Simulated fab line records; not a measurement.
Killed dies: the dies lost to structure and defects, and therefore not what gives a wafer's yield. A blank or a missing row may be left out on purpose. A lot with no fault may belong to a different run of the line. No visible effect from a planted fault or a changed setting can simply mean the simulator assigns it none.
Which tool did it? ; flow gf180mcu ; 13 lots, 39 wafers sampled, at 4 steps of a route of 602

## WHAT EACH GAUGE READ, for each wafer
GF_V1_THK_MEAS_01.
lot;measured;on;V1_CVD_00_THK (nm)
L124;day 17 04:36;film-metro-03;605 603 605
L127;day 18 06:35;film-metro-01;596 603 601
L128;day 18 20:18;film-metro-03;598 601 594
L129;day 19 01:13;film-metro-01;608 601 610
L130;day 19 10:54;film-metro-03;595 596 598
L131;day 19 23:43;film-metro-04;595 597 598
L135;day 21 10:56;film-metro-03;596 603 600
L136;day 21 13:55;film-metro-03;594 593 599
L138;day 22 09:35;film-metro-03;603 601 596
L144;day 24 17:23;film-metro-04;603 601 598
L145;day 24 20:42;film-metro-01;609 607 602
L146;day 25 10:53;film-metro-03;597 608 604
L147;day 25 14:05;film-metro-03;598 599 602

GF_M2_RS_MEAS_05: measurement is done with a four-point probe.
lot;measured;on;M2_ALCU_RS (ohm/sq)
L124;day 18 06:19;film-metro-02;0.0691 0.0684 0.0697
L127;day 19 09:13;film-metro-03;0.0692 0.0700 0.0709
L128;day 19 23:39;film-metro-02;0.0703 0.0709 0.0713
L129;day 20 04:01;film-metro-01;0.0692 0.0696 0.0693
L130;day 20 14:08;film-metro-02;0.0693 0.0695 0.0697
L131;day 21 02:16;film-metro-01;0.0689 0.0694 0.0691
L135;day 22 13:20;film-metro-01;0.0691 0.0689 0.0699
L136;day 22 15:37;film-metro-01;0.0686 0.0683 0.0686
L138;day 23 10:50;film-metro-02;0.0702 0.0703 0.0701
L144;day 25 17:20;film-metro-01;0.0695 0.0700 0.0695
L145;day 25 20:08;film-metro-03;0.0686 0.0683 0.0686
L146;day 26 10:49;film-metro-03;0.0694 0.0698 0.0693
L147;day 26 14:05;film-metro-02;0.0700 0.0695 0.0697

## EACH LOT AND THE TOOL THAT RAN IT (in order: tool; ch and the chambers of the sampled wafers; start)
lot;GF_V1_ETCH_17;GF_M2_SPUTTER_01
L124;rie-diel-02 ch 0,3, day 18 06:10 or earlier;pvd-sputter-04, day 18 06:10
L127;rie-diel-03 ch 1,2, day 19 09:05 or earlier;pvd-sputter-04, day 19 09:05
L128;rie-diel-01 ch 1,3, day 19 23:29 or earlier;pvd-sputter-01, day 19 23:29
L129;rie-diel-01 ch 0,2,3, day 20 03:54 or earlier;pvd-sputter-04, day 20 03:54
L130;rie-diel-01 ch 0,1,2, day 20 14:00 or earlier;pvd-sputter-04, day 20 14:00
L131;rie-diel-01 ch 1,2, day 21 02:06 or earlier;pvd-sputter-01, day 21 02:06
L135;rie-diel-01 ch 1,2, day 22 13:11 or earlier;pvd-sputter-01, day 22 13:11
L136;rie-diel-02 ch 0,1,2, day 22 15:28 or earlier;pvd-sputter-04, day 22 15:28
L138;rie-diel-01 ch 0,1,2, day 23 10:43 or earlier;pvd-sputter-04, day 23 10:43
L144;rie-diel-02 ch 0,1,3, day 25 17:13 or earlier;pvd-sputter-01, day 25 17:13
L145;rie-diel-03 ch 0,1, day 25 19:59 or earlier;pvd-sputter-01, day 25 19:59
L146;rie-diel-01 ch 0,1,2, day 26 10:41 or earlier;pvd-sputter-01, day 26 10:41
L147;rie-diel-01 ch 1,3, day 26 13:56 or earlier;pvd-sputter-04, day 26 13:56
- GF_V1_ETCH_17: etches SiO2 in C4F8/O2/Ar, stops on TiN, target depth 630 nm.
- GF_M2_SPUTTER_01: material TiN, target thk 30 nm, time 25 s.

## AS READ BY THE TOOLS THEMSELVES (means over the sampled wafers that have a number; for cases with no such wafer, the mark the record gives instead)
GF_V1_ETCH_17.
lot;tool;oes-product-au (a.u.)
L124;rie-diel-02;0.853
L127;rie-diel-03;0.856
L128;rie-diel-01;0.858
L129;rie-diel-01;0.856
L130;rie-diel-01;0.858
L131;rie-diel-01;0.856
L135;rie-diel-01;0.855
L136;rie-diel-02;0.856
L138;rie-diel-01;0.858
L144;rie-diel-02;0.856
L145;rie-diel-03;0.856
L146;rie-diel-01;0.860
L147;rie-diel-01;0.857

GF_M2_SPUTTER_01.
lot;tool;chamber-pressure-pa (Pa);throttle-valve-pct (%)
L124;pvd-sputter-04;0.4003;29.3
L127;pvd-sputter-04;0.3989;29.2
L128;pvd-sputter-01;0.4000;30.2
L129;pvd-sputter-04;0.3998;28.9
L130;pvd-sputter-04;0.4002;29.7
L131;pvd-sputter-01;0.3994;28.7
L135;pvd-sputter-01;0.3999;30.0
L136;pvd-sputter-04;0.4861;27.2
L138;pvd-sputter-04;0.4869;26.1
L144;pvd-sputter-01;0.3999;29.9
L145;pvd-sputter-01;0.4009;29.0
L146;pvd-sputter-01;0.4005;29.9
L147;pvd-sputter-04;0.3997;29.3

## THE ANSWER, worked out from the rows above alone
Rule: the usual values come from the lots themselves. Put in order of their means at a reading, lots are off if they are a third of the lots or fewer, leave a main group of 4 or more, and stand apart from it by a gap of 3 or more times the standard deviation of the main group's means; of several such gaps the widest counts. The tables above print the reading to a certain number of digits; a main group whose means all agree to those digits is not used. A lot without any number at a reading at which 4 lots or more have one is off too. The other lots that the step has rows for count as sound. After the gauges, taken in route order, come the tools' own readings; for these a lot's mean is taken, as printed above. The first step at which some lot is off is used, and at that step the reading that is off furthest; a lot without a number counts as furthest.
Off: L136, L138 (GF_M2_SPUTTER_01, chamber-pressure-pa). Mean 0.4000 Pa and standard deviation 0.00051 in the main group.
A tool fits if, at that step or a process step before it, it ran every lot that is off, and no sound lot after the first of them. Because GF_V1_ETCH_17 lacks a start for some lots, the hours and order of its lots are taken from GF_M2_SPUTTER_01. None of those tried fits.

## WHAT THE SIMULATOR PUT IN
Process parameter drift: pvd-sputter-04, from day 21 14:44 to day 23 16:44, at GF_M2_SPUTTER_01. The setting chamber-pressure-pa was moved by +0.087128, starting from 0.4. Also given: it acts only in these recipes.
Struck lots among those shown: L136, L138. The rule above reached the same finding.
